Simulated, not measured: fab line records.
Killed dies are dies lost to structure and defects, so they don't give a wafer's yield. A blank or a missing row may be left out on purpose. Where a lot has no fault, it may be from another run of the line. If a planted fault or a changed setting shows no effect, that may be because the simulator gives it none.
fab line records    flow sky130
record: lots: 4  wafers: 12  last_day: 50
route steps=708 shown FIELD_ISO@2 NWELL@32 DNWELL@35 SD_P@326 PAD_OPEN@708
lots with no fault: from the same line, run without faults
start_h: hours from the record's opening day to when the first of the lot's shown wafers began    wait_h: how many hours have passed since the lot's step before this one    " same as the row above    L1.1+2: one row covering several wafers at once    - either no value or no given start    * or withheld: withheld    < > ~ a bound
route shown NAME@n: names a module that has steps shown in the file, with the first one's number in the route    usual: mean/standard deviation of fault-free wafers    same: alike in all rows    chamber/n: place in a boat    sites: each site's reading    _std_site: how widely they spread, as a standard deviation    _edge_site: outer sites' mean less inner sites'    radius_mm: for every site, how far away it sits from the centre of the wafer    mask NAME#n: copy n    behind: tool/chamber where the wafer was last shaped    hold: why the lot went on hold/how many hours it stayed there/how the hold came to an end    device: which transistor (n, p or np) failed to switch    end of line: the route-end tests of the same wafers    step lacking rows: just its recipe    killed: count of dies lost to structure and defects at first sort (not the wafer's yield)    map: shows each die of a wafer: x if killed, . if not, _ if none is there
set.NAME: the setting as run; set.NAME@STEP: as run at that earlier step    model.NAME: the simulator's own value behind a step, which no gauge read
certain route steps with their lots: each step a table, each wafer a row
services: from which hour (start_h, from the record's first day; less than 0 if before it) a tool's chamber was out of use, for how many hours, and why
== steps ==
step: SKY_FIELD_ISO_OXIDATION_01
recipe: temp_c: 900  ambient: O2  stabilise_s: 600  purge_s: 300  target_thk_a: 120  ox_time_s: 1929
step: SKY_FIELD_ISO_CVD_03
recipe: material: Si3N4  precursor: DCS/NH3  target_thk_nm: 165  temp_c: 770  time_s: 2830  pressure_mtorr: 250
step: SKY_FIELD_ISO_DEHYDRATE_05
recipe: temp_c: 200  time_s: 60
step: SKY_FIELD_ISO_HMDS_06
recipe: prime_time_s: 60  prime_temp_c: 120
step: SKY_FIELD_ISO_COAT_07
recipe: resist: BARC  temp_c: withheld  time_s: withheld  spin_rpm: 3000  resist_thk_nm: 60
step: SKY_FIELD_ISO_COAT_08
recipe: resist: KrF-thick  spin_rpm: 3000  resist_thk_nm: 450
step: SKY_FIELD_ISO_SOFTBAKE_09
recipe: temp_c: 100  time_s: 90  resist: KrF-thick
step: SKY_FIELD_ISO_EXPOSE_10
recipe: mask_id: FOM  na: 0.68  source_shape: annular  sigma_inner: 0.4  sigma_outer: 0.8  target_cd_nm: 150  dose_mj: 28
usual: exposure_dose_mJ_cm2: 28.19/0.2  focus_offset_nm: 0.0/0.47
same: sigma_inner: 0.4
lot.wafer  tool            chamber  start_h  wait_h  mask   exposure_dose_mJ_cm2  focus_offset_nm
L968.1     krf_scanner-01  0        79.62    -       FOM#0  28.45                 -0.4
L968.2     "               0        "        "       FOM#0  28.41                 0.4
L968.4     "               0        "        "       FOM#0  28.44                 -0.4
L972.1     krf_scanner-01  0        100.45   -       FOM#0  29.91                 0.5
L972.2     "               0        "        "       FOM#0  29.90                 -0.5
L972.6     "               0        "        "       FOM#0  29.84                 -0.6
L977.1     krf_scanner-01  0        123.08   -       FOM#0  29.56                 -0.9
L977.3     "               0        "        "       FOM#0  29.55                 -0.8
L977.6     "               0        "        "       FOM#0  29.56                 0.0
L978.1     krf_scanner-02  0        128.45   -       FOM#0  28.01                 -0.1
L978.3     "               0        "        "       FOM#0  27.97                 -0.2
L978.5     "               0        "        "       FOM#0  27.98                 -0.4
step: SKY_FIELD_ISO_PEB_11
recipe: peb_temp_c: withheld  peb_time_s: withheld  resist: KrF-thick
step: SKY_FIELD_ISO_DEVELOP_12
recipe: develop_time_s: 60  resist: KrF-thick  dev_temp_c: 21
step: SKY_FIELD_ISO_CD_MEAS_13
recipe: target_cd_nm: 150
usual: cd_nm: 150.1/1.4
lot.wafer  tool       chamber  start_h  wait_h  cd_nm
L968.1     cd_sem-02  -        87.97    -       150.9
L968.2     "          -        "        "       152.1
L968.4     "          -        "        "       151.3
L972.1     cd_sem-02  -        108.71   -       140.9
L972.2     "          -        "        "       138.6
L972.6     "          -        "        "       139.6
L977.1     cd_sem-02  -        132.77   -       141.8
L977.3     "          -        "        "       141.4
L977.6     "          -        "        "       142.0
L978.1     cd_sem-02  -        138.16   -       146.3
L978.3     "          -        "        "       147.9
L978.5     "          -        "        "       147.1
step: SKY_FIELD_ISO_ETCH_14
recipe: chemistry: N2/H2  target: BARC  ion_energy_ev: 200  source_w: 516.5  bias_w: 100  pressure_mtorr: 30  n2_flow_sccm: 100  h2_flow_sccm: 200  stop_on: SiO2  time_s: 45.9  target_depth_a: 600
usual: drypump_motor_current_A: 5.9/0.4  oes_product_au: 0.855/0.005  throttle_valve_pct: 13.223/0.0094
lot.wafer  tool         chamber  start_h  wait_h  drypump_motor_current_A  oes_product_au  rf_hours_counter_h  throttle_valve_pct  model.FIELD_ISO.cd_nm
L968.1     rie_diel-02  0        88.09    0.1     5.9                      0.862           7                   13.223              150.4
L968.2     "            2        "        "       5.8                      0.851           87                  13.231              151.6
L968.4     "            1        "        "       5.1                      0.857           1                   13.216              151.6
L972.1     rie_diel-01  1        108.83   0.1     5.3                      0.861           119                 13.211              141.5
L972.2     "            2        "        "       5.9                      0.852           40                  13.223              138.8
L972.6     "            1        "        "       5.3                      0.859           -                   13.223              140.5
L977.1     rie_diel-01  1        132.89   0.1     5.3                      0.847           120                 13.223              141.8
L977.3     "            3        "        "       5.8                      0.852           6                   13.239              141.2
L977.6     "            0        "        "       6.4                      0.850           -                   13.237              141.6
L978.1     rie_diel-03  1        138.28   0.1     5.8                      0.856           3                   13.214              146.2
L978.3     "            2        "        "       5.3                      0.858           1                   13.221              149
L978.5     "            0        "        "       6.4                      0.865           -                   13.223              146.9
step: SKY_FIELD_ISO_ETCH_15
recipe: chemistry: CHF3/O2  target_depth_nm: 180  stop_on: Si  source_w: 600  bias_w: 200  pressure_mtorr: 40  chf3_flow_sccm: 50  O2_flow_sccm: 5  time_s: 72
step: SKY_FIELD_ISO_STRIP_16
recipe: chemistry: O2/N2  power_w: 1400  pressure_mtorr: 1500  platen_temp_c: withheld  o2_flow_sccm: 3000  n2_flow_sccm: 300  overash_fraction: 0.5
step: SKY_FIELD_ISO_ETCH_17
recipe: target_depth_a: 3420  mask_material: Si3N4  chemistry: HBr/Cl2/O2  target: Si  taper_deg: 5  icp_w: 600  bias_w: 150  pressure_mtorr: 15  HBr_flow_sccm: 150  Cl2_flow_sccm: 40  O2_flow_sccm: 6  time_s: 97.7
usual: HBr_flow_sccm: 150.0/0.5  drypump_motor_current_A: 5.3/0.35  oes_product_au: 1.005/0.0097  throttle_valve_pct: 25.653/0.011
lot.wafer  tool       chamber  start_h  wait_h  HBr_flow_sccm  drypump_motor_current_A  oes_product_au  rf_hours_counter_h  throttle_valve_pct  model.FIELD_ISO.cd_nm
L968.1     rie_si-01  0        88.29    0.1     150.1          5.5                      0.994           54                  25.641              150.1
L968.2     "          3        "        "       149.7          5.6                      0.998           1                   25.662              152.6
L968.4     "          2        "        "       150.3          5.1                      1.009           10                  25.649              152.8
L972.1     rie_si-02  3        109.03   0.1     150.2          5.9                      1.020           0                   25.645              140.1
L972.2     "          2        "        "       150.1          5.7                      0.998           3                   25.646              139
L972.6     "          0        "        "       150.7          5.4                      0.987           -                   25.669              139
L977.1     rie_si-01  1        133.09   0.1     150.0          4.9                      1.017           2                   25.660              140.5
L977.3     "          0        "        "       150.0          5.5                      0.995           54                  25.668              142.2
L977.6     "          3        "        "       150.0          5.6                      0.992           -                   25.670              141.7
L978.1     rie_si-02  2        138.48   0.1     150.1          5.8                      1.008           3                   25.654              147.8
L978.3     "          0        "        "       149.6          5.5                      1.009           77                  25.643              150.1
L978.5     "          3        "        "       150.7          5.9                      1.016           -                   25.666              146.9
step: SKY_FIELD_ISO_WET_ETCH_18
recipe: chemistry: H3PO4  target_depth_nm: 25  temp_c: 160  target: Si3N4  time_s: 286
step: SKY_FIELD_ISO_CLEAN_19
recipe: chemistry: SC1/SC2  mix: 1:4:20  temp_c: 70  time_s: 150
step: SKY_FIELD_ISO_CLEAN_20
recipe: chemistry: dHF  time_s: 20  dilution: 100:1
step: SKY_FIELD_ISO_WET_ETCH_21
recipe: chemistry: dHF  dilution: 100:1  target_depth_nm: 20  dry: ipa_marangoni  target: SiO2  temp_c: 25  time_s: 400
step: SKY_FIELD_ISO_OXIDATION_22
recipe: temp_c: 950  ambient: O2  stabilise_s: 600  purge_s: 300  target_thk_a: 100  ox_time_s: 623
step: SKY_FIELD_ISO_CVD_24
recipe: material: SiO2  target_thk_nm: 595  temp_c: 650  sigma_open_frac: 0.3  time_s: 99.2  sih4_flow_sccm: 60  pressure_mtorr: 6
step: SKY_FIELD_ISO_ANNEAL_26
recipe: temp_c: 1000  time_s: 1800  ambient: N2
step: SKY_FIELD_ISO_CMP_27
recipe: stop_on: Si3N4  t_overpolish_s: 16  down_force_psi: 4  platen_rpm: 60  target_thk_nm: 457.8  pad_velocity_m_s: 0.94248
step: SKY_FIELD_ISO_WET_ETCH_28
recipe: chemistry: dHF  target_depth_nm: 23.7  target: SiO2  dilution: 10:1  temp_c: 25  time_s: 47
step: SKY_FIELD_ISO_WET_ETCH_29
recipe: chemistry: H3PO4  target_depth_nm: 160  target: Si3N4  temp_c: 160  time_s: 1825
step: SKY_FIELD_ISO_WET_ETCH_30
recipe: chemistry: dHF  target_depth_nm: 25  target: SiO2  dilution: 10:1  temp_c: 25  time_s: 50
step: SKY_NWELL_CLEAN_00
recipe: chemistry: SC1/SC2  mix: 1:4:20  temp_c: 70  time_s: 150  dry: n2_spin
step: SKY_NWELL_OXIDATION_01
recipe: temp_c: 900  ambient: O2  stabilise_s: 600  purge_s: 300  target_thk_a: 100  ox_time_s: 1418
step: SKY_DNWELL_DEHYDRATE_00
recipe: temp_c: 200  time_s: 60
step: SKY_DNWELL_HMDS_01
recipe: prime_time_s: 60  prime_temp_c: 120
step: SKY_DNWELL_COAT_02
recipe: spin_rpm: 2000  resist_thk_nm: 3000
step: SKY_DNWELL_SOFTBAKE_03
recipe: temp_c: 110  time_s: withheld
step: SKY_DNWELL_EXPOSE_04
recipe: mask_id: DNM  na: 0.57  target_cd_nm: 3000  dose_mj: 222
step: SKY_DNWELL_PEB_05
recipe: temp_c: 115  time_s: withheld
step: SKY_SD_P_DEVELOP_06
recipe: resist: NOVOLAK  developer: TMAH  develop_time_s: 60.8  dev_temp_c: 23
lot.wafer  tool            chamber  start_h  wait_h  model.SD_P.cd_nm
L968.1     litho_track-02  0        685.71   0.1     374.3
L968.2     "               0        "        "       377
L968.4     "               0        "        "       375.1
L972.1     litho_track-01  0        711.92   0.1     375.7
L972.2     "               0        "        "       377.2
L972.6     "               0        "        "       375.6
L977.1     litho_track-03  0        747.83   0.1     381.4
L977.3     "               0        "        "       379.1
L977.6     "               0        "        "       378.6
L978.1     litho_track-01  0        754.02   0.1     377.9
L978.3     "               0        "        "       375.6
L978.5     "               0        "        "       377.4
step: SKY_PAD_OPEN_PROBE_99
usual: killed_at_M0_to_M3: 43/6.6  killed_at_M4_up: 3.4/1.8  killed_at_contacts: 24/4.9  killed_at_front_end: 15/4.1  killed_at_other: 0.3/0.55  killed_dies: 85/8.8  killed_on_rim: 17/3.7  killed_open: 46/6.1  killed_short: 39/5.7
same: gross_dies: 492  killed_at_back_side: 0
lot.wafer  tool       chamber  start_h  wait_h  killed_at_M0_to_M3  killed_at_M4_up  killed_at_contacts  killed_at_front_end  killed_at_other  killed_dies  killed_on_rim  killed_open  killed_short  model.etest.pfet_g5v0d10v5.r_on_ohm_um  model.etest.res_pdiff.line_ohm_um  model.etest.res_ndiff.line_ohm_um  model.etest.sram_nfet_pass.drive_ua_um  model.etest.res_ndiff.width_nm  model.etest.res_pdiff.width_nm  model.etest.sram_pfet_latch.drive_ua_um
L968.1     prober-01  -        1145.70  0.1     47                  1                30                  18                   0                96           17             49           46            4806                                    1361                               781.3                              472.6                                   157.8                           144.4                           141.3
L968.2     prober-01  -        1145.75  0.1     49                  5                19                  13                   0                86           14             47           39            4804                                    1349                               773.5                              487.1                                   159.7                           147.5                           143.1
L968.4     prober-01  -        1145.85  0.2     41                  3                24                  12                   0                80           16             44           35            4702                                    1342                               756.8                              486.1                                   159.8                           146.3                           152.8
L972.1     prober-01  -        1161.23  0.1     46                  0                21                  17                   0                84           17             52           32            4824                                    1481                               819.2                              456.6                                   147.9                           134.3                           125.7
L972.2     prober-01  -        1161.28  0.1     48                  3                25                  9                    0                85           12             46           39            4962                                    1506                               832.7                              450.7                                   146.1                           132.8                           128
L972.6     prober-01  -        1161.48  0.2     43                  5                25                  15                   0                88           16             45           43            4883                                    1512                               818.8                              444.3                                   146.6                           133.8                           122.1
L977.1     prober-02  -        1185.01  0.1     33                  5                21                  21                   0                80           13             43           37            4856                                    1438                               821.4                              441.7                                   148.2                           135                             134.8
L977.3     prober-02  -        1185.11  0.2     35                  3                26                  14                   0                78           16             39           39            4807                                    1428                               796.2                              437.1                                   149.2                           137.1                           137.1
L977.6     prober-02  -        1185.26  0.2     43                  2                23                  10                   1                79           14             46           33            4869                                    1437                               817.7                              436.4                                   148.6                           135.7                           133.2
L978.1     prober-01  -        1188.28  0.1     48                  3                18                  13                   1                83           13             43           40            4739                                    1398                               771.9                              467.5                                   156.5                           142.7                           136.9
L978.3     prober-01  -        1188.38  0.2     49                  3                12                  20                   2                86           17             47           39            4745                                    1366                               755.4                              467.5                                   157.4                           143.5                           140.6
L978.5     prober-01  -        1188.48  0.2     44                  4                15                  17                   1                81           11             44           37            4704                                    1397                               779.2                              474.6                                   154.3                           141.4                           140.5
killed by level:class
L968.1 VIA1:geometric_particle:open=13 CONTACT:geometric_particle:open=11 LOCAL_INTERCONNECT:geometric_particle:short=8 METAL1:geometric_particle:short=7 VIA2:geometric_particle:open=7 LI_CONTACT:geometric_particle:open=6 VIA3:geometric_particle:open=5 FIELD_ISO:geometric_particle:short=4
L968.2 VIA3:geometric_particle:open=10 METAL1:geometric_particle:short=7 VIA1:geometric_particle:open=7 LI_CONTACT:geometric_particle:open=6 VIA2:geometric_particle:open=6 VIA3:geometric_particle:short=5 CONTACT:geometric_particle:open=5 CONTACT:geometric_particle:short=4
L968.4 VIA1:geometric_particle:open=9 LI_CONTACT:geometric_particle:open=8 CONTACT:geometric_particle:open=7 VIA3:geometric_particle:open=6 VIA2:geometric_particle:open=6 VIA1:geometric_particle:short=5 METAL1:geometric_particle:short=5 POLY_GATE:geometric_particle:open=4
L972.1 CONTACT:geometric_particle:open=12 VIA2:geometric_particle:open=11 VIA1:geometric_particle:open=8 METAL1:geometric_particle:short=6 FIELD_ISO:geometric_particle:open=5 POLY_GATE:geometric_particle:open=5 LOCAL_INTERCONNECT:geometric_particle:short=4 VIA2:geometric_particle:short=4
L972.2 LI_CONTACT:geometric_particle:open=11 METAL1:geometric_particle:short=7 VIA1:geometric_particle:short=7 VIA1:geometric_particle:open=7 CONTACT:geometric_particle:open=6 METAL2:geometric_particle:short=6 VIA3:geometric_particle:open=6 VIA2:geometric_particle:open=5
L972.6 VIA1:geometric_particle:open=11 CONTACT:geometric_particle:open=8 VIA2:geometric_particle:open=7 CONTACT:geometric_particle:short=6 METAL1:geometric_particle:short=6 METAL2:geometric_particle:short=6 POLY_GATE:geometric_particle:open=5 LOCAL_INTERCONNECT:geometric_particle:short=5
L977.1 VIA1:geometric_particle:open=11 LI_CONTACT:geometric_particle:open=6 FIELD_ISO:geometric_particle:open=5 POLY_GATE:geometric_particle:short=5 POLY_GATE:geometric_particle:open=5 LOCAL_INTERCONNECT:geometric_particle:short=5 CONTACT:geometric_particle:open=5 CONTACT:geometric_particle:short=4
L977.3 LI_CONTACT:geometric_particle:open=8 VIA1:geometric_particle:open=8 FIELD_ISO:geometric_particle:short=6 CONTACT:geometric_particle:open=5 VIA1:geometric_particle:short=5 LI_CONTACT:geometric_particle:short=4 LOCAL_INTERCONNECT:geometric_particle:short=4 CONTACT:geometric_particle:short=4
L977.6 VIA1:geometric_particle:open=11 CONTACT:geometric_particle:open=10 METAL2:geometric_particle:short=7 FIELD_ISO:geometric_particle:open=6 LI_CONTACT:geometric_particle:open=6 VIA2:geometric_particle:open=5 VIA1:geometric_particle:short=4 LOCAL_INTERCONNECT:geometric_particle:short=4
L978.1 VIA1:geometric_particle:open=11 METAL2:geometric_particle:short=8 POLY_GATE:geometric_particle:open=7 VIA1:geometric_particle:short=6 CONTACT:geometric_particle:open=6 CONTACT:geometric_particle:short=5 VIA2:geometric_particle:open=5 VIA3:geometric_particle:open=5
L978.3 VIA3:geometric_particle:open=11 METAL2:geometric_particle:short=10 VIA2:geometric_particle:open=9 VIA1:geometric_particle:open=7 FIELD_ISO:geometric_particle:open=5 FIELD_ISO:geometric_particle:short=5 CONTACT:geometric_particle:open=5 METAL3:geometric_particle:short=4
L978.5 VIA1:geometric_particle:open=11 VIA2:geometric_particle:open=8 FIELD_ISO:geometric_particle:open=5 FIELD_ISO:geometric_particle:short=5 LI_CONTACT:geometric_particle:open=5 METAL1:geometric_particle:short=5 CONTACT:geometric_particle:short=5 VIA2:geometric_particle:short=5
== services ==
tool            chamber  start_h  hours  kind
krf_scanner-01  -        101.28   1.3    pm
krf_scanner-01  -        106.86   2.9    repair
krf_scanner-01  -        131.64   0.9    repair
krf_scanner-01  -        133.53   1.0    repair
krf_scanner-01  -        134.78   0.8    pm
krf_scanner-01  -        138.95   2.1    repair
krf_scanner-01  -        166.12   4.4    pm
krf_scanner-01  -        183.51   3.2    repair
krf_scanner-01  -        192.37   1.0    pm
krf_scanner-01  -        225.05   8.4    repair
krf_scanner-01  -        241.23   0.3    repair
krf_scanner-01  -        257.29   5.6    repair
krf_scanner-01  -        261.97   2.1    repair
krf_scanner-01  -        275.80   1.3    pm
krf_scanner-01  -        278.84   3.6    pm
krf_scanner-01  -        299.15   0.8    pm
krf_scanner-01  -        361.37   1.0    pm
krf_scanner-01  -        441.57   4.0    pm
krf_scanner-01  -        451.70   1.3    pm
krf_scanner-01  -        461.54   0.9    repair
krf_scanner-01  -        467.95   0.8    pm
krf_scanner-01  -        530.37   1.0    pm
krf_scanner-01  -        576.83   0.2    repair
krf_scanner-01  -        627.60   1.3    pm
== key ==
first_sign: step: SKY_FIELD_ISO_EXPOSE_10  reading: exposure_dose_mJ_cm2  direction: up  sigmas: 7.8  usual: *  struck: *
effect: step: SKY_FIELD_ISO_CD_MEAS_13  reading: cd_nm  direction: down  sigmas: 6.5  usual: 150.1  struck: 140.7  through: control_loop
model_effect: step: SKY_FIELD_ISO_ETCH_14  value: FIELD_ISO.cd_nm  without: 150.2  struck: 140.9
model_effect: step: SKY_FIELD_ISO_ETCH_17  value: FIELD_ISO.cd_nm  without: 149.7  struck: 140.4
model_effect: step: SKY_SD_P_DEVELOP_06  value: SD_P.cd_nm  without: 380.7  struck: 377.9
model_effect: step: SKY_PAD_OPEN_PROBE_99  value: etest.pfet_g5v0d10v5.r_on_ohm_um  without: 4760  struck: 4867
met_at SKY_FIELD_ISO_EXPOSE_10
struck_wafers L972.1,L972.2,L972.6,L977.1,L977.3,L977.6
tester_left_out L972,L977
loop_trim: step: SKY_FIELD_ISO_EXPOSE_10  setting: dose  lots: L977
loop_trim: step: SKY_SD_P_EXPOSE_04  setting: dose  lots: L972
onset_between 79.62 100.45
fault: kind: process_parameter_drift  tool: krf_scanner-01  chamber: -  onset_h: 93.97  steps: SKY_FIELD_ISO_EXPOSE_10  channel: dose_mj  offset: 1.5337  shape: step  acts_in: these_recipes_only  stated: 28
tester_left_out: of these lots the tester's yield and bins aren't shown, on N5 and GAA mostly nor the transistor test; their killed dies are dies lost to structure and defects alone, not to doping, threshold or leakage, so they don't give the yield
loop_trim: a control loop set the setting to another value than it would have without faults
